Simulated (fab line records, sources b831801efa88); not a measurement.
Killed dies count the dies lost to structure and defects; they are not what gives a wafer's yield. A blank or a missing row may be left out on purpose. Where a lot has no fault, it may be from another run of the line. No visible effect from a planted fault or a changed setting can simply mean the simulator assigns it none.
fab line records	flow sfq-line
[record] lots = 14	wafers = 42	last-day = 83
route steps=325 shown L0V@16 M4@158 M5@207 M6@253
lots with no fault: from the same line, run without faults
start-h: the number of hours between the record's first day and the start of the first shown wafer of the lot	wait-h: hours from the lot's prior step to this one	" same as the row above	L1.1+2: a single row standing in for several wafers	- value missing, or start not given	* or withheld: withheld	< > ~ a bound
route shown NAME@n: names a module that has steps shown in the file, with the first one's number in the route	usual: the fault-free wafers' mean and standard deviation	same: alike in all rows	chamber/n: place in a boat	sites: readings site by site	_std_site: how widely they spread, as a standard deviation	_edge_site: the outer-site mean with the inner-site mean subtracted	radius-mm: how far each site lies from the wafer's centre	mask NAME#n: copy n	behind: the tool/chamber that last shaped the wafer	hold: what put the lot on hold/how long, in hours/how the hold closed	device: the n, p or np transistor that did not switch	end of line: the same wafers' tests at the end of the route	a step given without rows: its recipe and nothing more	killed: dies lost to structure and defects at the first sort, not the wafer's yield	map: the dies of a wafer, with x for killed, . for not killed, _ for no die there
set.NAME: the run value of the setting; set.NAME@STEP: its run value at that earlier step	model.NAME: the simulator's own value behind a step, which no gauge read
a sample of lots followed through the steps of the route, with each step as a table and each wafer as a row
services: when a tool's chamber went out of use (start-h, in hours from the record's first day, below 0 if earlier), for how many hours, and the reason
[[steps]]
[step SFQ_TRILAYER_L0_CAP_PECVD_011]
[recipe] material = SiO2	temp-c = 150	time-s = 13.333	pressure-torr = 2.4	rf-w = 183.3	precursor = SiH4/N2O	target-thk-nm = 60
[usual] heater-power-w = 81/20	throttle-valve-pct = 24.1/0.97
lot.wafer	tool	chamber	start-h	wait-h	heater-power-w	throttle-valve-pct
L704.1	pecvd-01	0	77.71	0.0	94	25.2
L704.4	"	0	"	"	94	25.2
L704.6	"	1	"	"	91	26.3
L705.1	pecvd-04	1	83.70	0.0	115	23.8
L705.2	"	0	"	"	50	24.1
L705.4	"	0	"	"	53	24.3
L706.1	pecvd-04	1	92.10	0.0	129	23.5
L706.3	"	0	"	"	49	24.1
L706.4	"	1	"	"	128	23.7
L707.3	pecvd-03	2	98.10	0.0	75	24.2
L707.4	"	2	"	"	74	24.0
L707.5	"	1	"	"	85	23.3
L708.4	pecvd-04	0	104.99	0.0	58	24.3
L708.5	"	1	"	"	133	23.8
L708.6	"	2	"	"	109	23.5
L711.1	pecvd-04	0	122.66	0.0	49	24.3
L711.3	"	2	"	"	106	23.4
L711.5	"	0	"	"	48	24.1
L713.1	pecvd-03	0	129.37	0.0	59	22.8
L713.3	"	2	"	"	83	23.9
L713.6	"	1	"	"	80	23.5
L716.3	pecvd-03	0	148.42	0.0	65	22.8
L716.5	"	0	"	"	65	22.9
L716.6	"	1	"	"	89	23.5
L717.2	pecvd-03	1	154.06	0.0	87	23.6
L717.3	"	0	"	"	65	22.6
L717.4	"	1	"	"	86	23.8
L719.1	pecvd-04	1	164.46	0.0	116	23.9
L719.4	"	1	"	"	118	23.6
L719.6	"	0	"	"	54	24.2
L721.2	pecvd-01	0	176.61	0.0	87	25.5
L721.4	"	0	"	"	88	25.4
L721.6	"	2	"	"	88	24.2
L722.2	pecvd-01	2	182.59	0.0	76	24.1
L722.3	"	0	"	"	80	25.5
L722.4	"	1	"	"	85	26.2
L723.2	pecvd-04	0	189.70	0.0	48	24.2
L723.3	"	0	"	"	49	24.2
L723.5	"	1	"	"	116	23.5
L727.1	pecvd-03	1	217.36	0.0	90	23.6
L727.3	"	0	"	"	55	22.8
L727.4	"	0	"	"	57	23.0
[step SFQ_TRILAYER_L0_VIA_ETCH_VIA_ETCH_016]
[recipe] target = SiO2	stop-on = MoNx_KI	mask-material = PR	chemistry = CHF3	target-depth-nm = 80	source-w = 500	bias-w = 80	pressure-mtorr = 30	time-s = withheld
[usual] drypump-motor-current-A = 5.7/0.49	oes-product-au = 0.844/0.0073
lot.wafer	tool	chamber	start-h	wait-h	drypump-motor-current-A	oes-product-au
L704.1	rie-diel-02	2	151.71	0.0	5.3	0.835
L704.4	"	1	"	"	5.7	0.842
L704.6	"	2	"	"	5.3	0.861
L705.1	rie-diel-02	3	160.06	0.0	6.1	0.838
L705.2	"	1	"	"	5.7	0.845
L705.4	"	2	"	"	5.2	0.838
L706.1	rie-diel-02	1	168.46	0.0	5.7	0.853
L706.3	"	2	"	"	5.2	0.855
L706.4	"	3	"	"	6.1	0.843
L707.3	rie-diel-02	0	176.99	0.0	4.8	0.847
L707.4	"	1	"	"	5.7	0.862
L707.5	"	0	"	"	4.8	0.861
L708.4	rie-diel-03	2	184.19	0.0	6.1	0.851
L708.5	"	3	"	"	6.2	0.851
L708.6	"	0	"	"	5.2	0.856
L711.1	rie-diel-03	3	211.04	0.0	6.2	0.840
L711.3	"	2	"	"	6.1	0.842
L711.5	"	3	"	"	6.2	0.849
L713.1	rie-diel-02	1	217.04	0.0	5.7	0.836
L713.3	"	0	"	"	4.8	0.840
L713.6	"	3	"	"	6.2	0.853
L716.3	rie-diel-03	1	231.44	0.0	5.6	0.832
L716.5	"	2	"	"	6.1	0.800
L716.6	"	3	"	"	6.2	0.844
L717.2	rie-diel-02	0	239.84	0.0	4.8	0.838
L717.3	"	2	"	"	5.3	0.844
L717.4	"	1	"	"	5.7	0.805
L719.1	rie-diel-04	1	248.98	0.0	6.2	0.841
L719.4	"	2	"	"	6.2	0.848
L719.6	"	2	"	"	6.2	0.844
L721.2	rie-diel-03	3	257.38	0.0	6.1	0.839
L721.4	"	2	"	"	6.1	0.843
L721.6	"	3	"	"	6.2	0.841
L722.2	rie-diel-03	1	263.38	0.0	5.6	0.849
L722.3	"	3	"	"	6.2	0.835
L722.4	"	0	"	"	5.2	0.863
L723.2	rie-diel-02	0	271.78	0.0	4.8	0.850
L723.3	"	2	"	"	5.2	0.847
L723.5	"	3	"	"	6.2	0.854
L727.1	rie-diel-04	1	299.38	0.0	6.2	0.835
L727.3	"	0	"	"	5.4	0.831
L727.4	"	1	"	"	6.2	0.842
[step SFQ_M4_OVL_MEAS_926]
[usual] M4_OVL = 2/6.1
lot.wafer	tool	chamber	start-h	wait-h	M4_OVL[nm]
L704.1	overlay-02	-	885.38	0.1	-7
L704.4	"	-	"	"	4
L704.6	"	-	"	"	3
L705.1	overlay-02	-	898.56	0.1	-2
L705.2	"	-	"	"	8
L705.4	"	-	"	"	7
L706.1	overlay-01	-	995.93	0.1	11
L706.3	"	-	"	"	5
L706.4	"	-	"	"	5
L707.3	overlay-02	-	997.14	0.1	-2
L707.4	"	-	"	"	1
L707.5	"	-	"	"	1
L708.4	overlay-02	-	1005.55	0.1	13
L708.5	"	-	"	"	7
L708.6	"	-	"	"	13
L711.1	overlay-02	-	1063.46	0.1	3
L711.3	"	-	"	"	-1
L711.5	"	-	"	"	6
L713.1	overlay-02	-	1101.67	0.1	10
L713.3	"	-	"	"	3
L713.6	"	-	"	"	3
L716.3	overlay-02	-	1215.98	0.1	12
L716.5	"	-	"	"	11
L716.6	"	-	"	"	2
L717.2	overlay-01	-	1226.98	0.1	-5
L717.3	"	-	"	"	-1
L717.4	"	-	"	"	2
L719.1	overlay-01	-	1238.54	0.1	5
L719.4	"	-	"	"	6
L719.6	"	-	"	"	6
L721.2	overlay-02	-	1247.25	0.1	-4
L721.4	"	-	"	"	-1
L721.6	"	-	"	"	5
L722.2	overlay-01	-	1363.03	0.1	4
L722.3	"	-	"	"	6
L722.4	"	-	"	"	5
L723.2	overlay-01	-	1365.43	0.1	-1
L723.3	"	-	"	"	4
L723.5	"	-	"	"	8
L727.1	overlay-02	-	1401.92	0.1	-4
L727.3	"	-	"	"	-6
L727.4	"	-	"	"	-4
[step SFQ_TRILAYER_M5_STRIP_STRIP_127]
[recipe] gas = O2	power-w = 200	platen-temp-c = 40	overash-fraction = 0.65	chemistry = O2	pressure-mtorr = 50
[usual] drypump-motor-current-A = 5.9/0.52	oes-product-au = 0.994/0.0082
[same] overash-fraction = 0.65
lot.wafer	tool	chamber	start-h	wait-h	drypump-motor-current-A	oes-product-au	rf-hours-counter-h
L704.1	rie-metal-04	0	1169.89	0.1	6.2	0.993	104
L704.4	"	0	"	"	6.2	1.000	-
L704.6	"	0	"	"	6.2	1.004	-
L705.1	rie-metal-04	0	1171.21	0.1	6.3	0.994	104
L705.2	"	1	"	"	5.1	0.988	68
L705.4	"	0	"	"	6.2	0.997	-
L706.1	rie-metal-03	1	1179.06	0.1	6.4	1.001	140
L706.3	"	1	"	"	6.4	0.996	-
L706.4	"	0	"	"	6.3	1.002	-
L707.3	rie-metal-03	1	1180.46	0.3	6.4	0.993	-
L707.4	"	0	"	"	6.3	0.992	-
L707.5	"	1	"	"	6.5	0.994	-
L708.4	rie-metal-01	1	1305.54	0.3	6.1	1.004	-
L708.5	"	0	"	"	5.9	0.996	-
L708.6	"	1	"	"	6.1	0.996	-
L711.1	rie-metal-04	0	1322.27	0.1	6.2	0.997	123
L711.3	"	0	"	"	6.2	1.001	-
L711.5	"	1	"	"	5.1	1.005	-
L713.1	rie-metal-04	1	1386.61	0.1	5.1	1.009	96
L713.3	"	0	"	"	6.2	0.994	-
L713.6	"	0	"	"	6.2	0.987	-
L716.3	rie-metal-03	1	1503.50	0.3	6.5	0.985	-
L716.5	"	0	"	"	6.3	0.996	-
L716.6	"	1	"	"	6.5	0.988	-
L717.2	rie-metal-04	1	1506.15	0.5	5.0	0.983	-
L717.3	"	1	"	"	5.1	0.973	-
L717.4	"	1	"	"	5.0	0.976	-
L719.1	rie-metal-04	1	1529.17	0.1	5.0	1.001	121
L719.4	"	1	"	"	5.0	0.987	-
L719.6	"	1	"	"	5.0	0.984	-
L721.2	rie-metal-03	1	1533.97	0.1	6.5	1.002	31
L721.4	"	0	"	"	6.3	1.001	-
L721.6	"	0	"	"	6.3	1.002	-
L722.2	rie-metal-01	1	1535.63	0.5	6.1	0.986	-
L722.3	"	1	"	"	6.1	0.989	-
L722.4	"	1	"	"	6.1	0.993	-
L723.2	rie-metal-03	0	1536.37	0.1	6.3	1.004	41
L723.3	"	1	"	"	6.5	0.996	-
L723.5	"	1	"	"	6.4	0.999	-
L727.1	rie-metal-03	1	1567.31	0.1	6.5	0.992	37
L727.3	"	0	"	"	6.3	0.996	-
L727.4	"	1	"	"	6.4	0.990	-
[step SFQ_M6_RS_MEAS_938]
[recipe] thk-meas-gauge = four-point-probe	reads = Nb_of_TRILAYER_M6_DEP_SPUTTER_157
[usual] M6_NB_RS = 0.894/0.01
lot.wafer	tool	chamber	start-h	wait-h	M6_NB_RS[ohm/sq]
L704.1	film-metro-02	-	1432.42	0.0	0.885
L704.4	"	-	"	"	0.885
L704.6	"	-	"	"	0.883
L705.1	film-metro-02	-	1438.40	0.0	0.896
L705.2	"	-	"	"	0.902
L705.4	"	-	"	"	0.909
L706.1	film-metro-02	-	1442.00	0.0	0.883
L706.3	"	-	"	"	0.887
L706.4	"	-	"	"	0.887
L707.3	film-metro-03	-	1448.06	0.1	0.899
L707.4	"	-	"	"	0.907
L707.5	"	-	"	"	0.890
L708.4	film-metro-03	-	1450.46	0.1	0.898
L708.5	"	-	"	"	0.892
L708.6	"	-	"	"	0.895
L711.1	film-metro-03	-	1458.82	0.0	0.918
L711.3	"	-	"	"	0.917
L711.5	"	-	"	"	0.907
L713.1	film-metro-02	-	1649.23	0.0	0.905
L713.3	"	-	"	"	0.893
L713.6	"	-	"	"	0.900
L716.3	film-metro-04	-	1693.64	0.1	0.891
L716.5	"	-	"	"	0.872
L716.6	"	-	"	"	0.887
L717.2	film-metro-02	-	1696.15	0.1	0.894
L717.3	"	-	"	"	0.893
L717.4	"	-	"	"	0.884
L719.1	film-metro-03	-	1745.33	0.0	0.894
L719.4	"	-	"	"	0.893
L719.6	"	-	"	"	0.888
L721.2	film-metro-03	-	1759.75	0.1	0.892
L721.4	"	-	"	"	0.885
L721.6	"	-	"	"	0.888
L722.2	film-metro-03	-	1763.35	0.1	0.913
L722.3	"	-	"	"	0.894
L722.4	"	-	"	"	0.914
L723.2	film-metro-02	-	1765.75	0.1	0.893
L723.3	"	-	"	"	0.886
L723.5	"	-	"	"	0.902
L727.1	film-metro-02	-	1800.53	0.0	0.884
L727.3	"	-	"	"	0.884
L727.4	"	-	"	"	0.864
[[services]]
tool	chamber	start-h	hours	kind
rie-diel-02	2	80.40	8.7	repair
rie-diel-02	-	247.11	0.3	repair
rie-diel-02	-	313.50	2.4	repair
rie-diel-02	2	316.93	13.1	repair
rie-diel-02	3	317.40	33.7	repair
rie-diel-02	1	438.10	5.9	repair
rie-diel-02	3	477.02	2.0	repair
rie-diel-02	3	523.98	6.2	repair
rie-diel-02	-	526.03	14.6	pm
rie-diel-02	-	561.72	2.8	pm
rie-diel-02	3	565.61	5.6	repair
rie-diel-02	1	581.73	6.9	repair
rie-diel-02	-	584.12	0.3	repair
rie-diel-02	2	642.71	7.7	repair
rie-diel-02	-	673.06	0.4	repair
rie-diel-02	1	731.00	7.6	repair
rie-diel-02	1	898.81	3.8	repair
rie-diel-02	1	952.61	3.9	repair
rie-diel-02	3	1084.79	1.5	repair
rie-diel-02	3	1188.11	5.9	repair
rie-diel-02	-	1202.74	28.1	pm
rie-diel-02	3	1241.09	19.1	repair
rie-diel-02	1	1316.15	15.6	repair
rie-diel-02	2	1408.02	4.5	repair
[[key]]
[first-sign] step = SFQ_TRILAYER_L0_VIA_ETCH_VIA_ETCH_016	reading = oes-product-au	direction = down	sigmas = 5.6	usual = 0.844	struck = 0.803
effect none on later readings
met-at SFQ_TRILAYER_L0_CAP_PECVD_011
struck-lots L716,L717
struck-wafers L716.5,L717.4
not-acting-at SFQ_M4_OVL_MEAS_926,SFQ_TRILAYER_M5_STRIP_STRIP_127,SFQ_M6_RS_MEAS_938
onset-between 129.37 148.42
[fault] kind = process-parameter-drift	tool = pecvd-03	chamber = -	onset-h = 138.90	steps = SFQ_TRILAYER_L0_CAP_PECVD_011	channel = target-thk-nm	offset = -5.114	shape = step	end-h = 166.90	scope = struck-wafers-only	acts-in = these-recipes-only	stated = 60
